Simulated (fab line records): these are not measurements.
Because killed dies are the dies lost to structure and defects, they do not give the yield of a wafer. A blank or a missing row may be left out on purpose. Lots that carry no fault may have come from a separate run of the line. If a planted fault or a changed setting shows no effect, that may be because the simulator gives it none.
Check for tools in common | flow sky130 | Sample size 13 lots and 45 wafers

== THE REASON FOR OPENING IT ==
2 of 13 lots carry a flag on the reading SONOS_ONO_OXIDATION_THK at SKY_SONOS_ONO_THK_MEAS_01. Fault-free wafers read 2.57 nm, with a standard deviation of 0.056.
Rule: a lot is flagged when every wafer of it that has a number lies more than 4 standard deviations from that mean, or none has a number. All remaining lots are regarded as sound.

lot  | measured     | on            | SONOS_ONO_OXIDATION_THK (nm), wafer by wafer | flag
L324 | day 11 02:59 | film_metro-01 | 2.60 2.65 2.62                               |
L325 | day 11 14:00 | film_metro-01 | 2.61 2.62 2.66                               |
L326 | day 12 04:21 | film_metro-01 | 2.62 2.57 2.62                               |
L327 | day 12 11:17 | film_metro-01 | 2.66 2.64 2.62                               |
L328 | day 12 15:24 | film_metro-03 | 2.52 2.57 2.55                               |
L329 | day 13 04:22 | film_metro-03 | 2.51 2.57 2.52                               |
L330 | day 13 06:55 | film_metro-03 | 2.54 2.58 2.58                               |
L331 | day 13 11:23 | film_metro-01 | 2.58 2.60 2.49                               |
L332 | day 13 18:40 | film_metro-02 | 2.56 2.58 2.52                               |
L336 | day 15 09:08 | film_metro-03 | 2.55 2.55 2.54                               |
L340 | day 17 12:28 | film_metro-02 | 3.02 3.03 3.02 2.97 3.06 3.03                | FLAGGED
L341 | day 17 23:59 | film_metro-03 | 2.95 2.99 2.93 2.95 2.97 2.98                | FLAGGED
L347 | day 19 02:47 | film_metro-03 | 2.58 2.62 2.60                               |
Average over the flagged lots: 2.99 nm; offset from the usual +0.42 nm, equal to +8 standard deviations.

== TOOL THAT RAN EACH LOT ==
The record holds 1 process step before the reading, out of a route of 708 steps. In each cell: the tool, then ch and the chambers that the sampled wafers went through, then the start.
lot  | flag    | SKY_SONOS_ONO_OXIDATION_00
L324 |         | furnace-02 ch 0, day 11 01:38
L325 |         | furnace-02 ch 0, day 11 12:40
L326 |         | furnace-02 ch 0, day 12 02:59
L327 |         | furnace-02 ch 0, day 12 09:56
L328 |         | furnace-01 ch 0, day 12 14:04
L329 |         | furnace-02 ch 0, day 13 03:01
L330 |         | furnace-01 ch 0, day 13 05:34
L331 |         | furnace-01 ch 0, day 13 10:02
L332 |         | furnace-01 ch 0, day 13 17:19
L336 |         | furnace-01 ch 0, day 15 07:47
L340 | FLAGGED | furnace-02 ch 0, day 17 11:08
L341 | FLAGGED | furnace-02 ch 0, day 17 22:38
L347 |         | furnace-01 ch 0, day 19 01:26
These steps, and what they do:
- SKY_SONOS_ONO_OXIDATION_00: stabilise 600 s, purge 300 s, target thk 2.6 nm.
- SKY_SONOS_ONO_THK_MEAS_01

== FLAGGED AGAINST TOTAL, ONE TOOL AT A TIME (gauges that did the reading follow at the end) ==
step                       | tool          | lots run | flagged | share of the flagged lots | sound lots run after its first flagged lot
SKY_SONOS_ONO_OXIDATION_00 | furnace-01    | 6        | 0       | none                      | -
SKY_SONOS_ONO_OXIDATION_00 | furnace-02    | 7        | 2       | all                       | 0
SKY_SONOS_ONO_THK_MEAS_01  | film_metro-01 | 5        | 0       | none                      | -
SKY_SONOS_ONO_THK_MEAS_01  | film_metro-02 | 2        | 1       | some                      | 0
SKY_SONOS_ONO_THK_MEAS_01  | film_metro-03 | 6        | 1       | some                      | 1 (L347)

== THE TABLE: WHAT IT ALLOWS ==
Rows of the table that ran each flagged lot: 1, that is furnace-02 at SKY_SONOS_ONO_OXIDATION_00.
- furnace-02 at SKY_SONOS_ONO_OXIDATION_00 ran 7 lots, 2 of them flagged. Its last sound lot is L329 (day 13 03:01), its first flagged lot L340 (day 17 11:08): a fault that began between those two fits.
Just one tool remains: furnace-02 at SKY_SONOS_ONO_OXIDATION_00.

== WHAT WAS PUT IN BY THE SIMULATOR ==
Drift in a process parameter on furnace-02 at SKY_SONOS_ONO_OXIDATION_00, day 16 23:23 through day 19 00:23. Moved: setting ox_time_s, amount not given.
Shown lots that were struck: L340, L341. This agrees with what the rule above found.
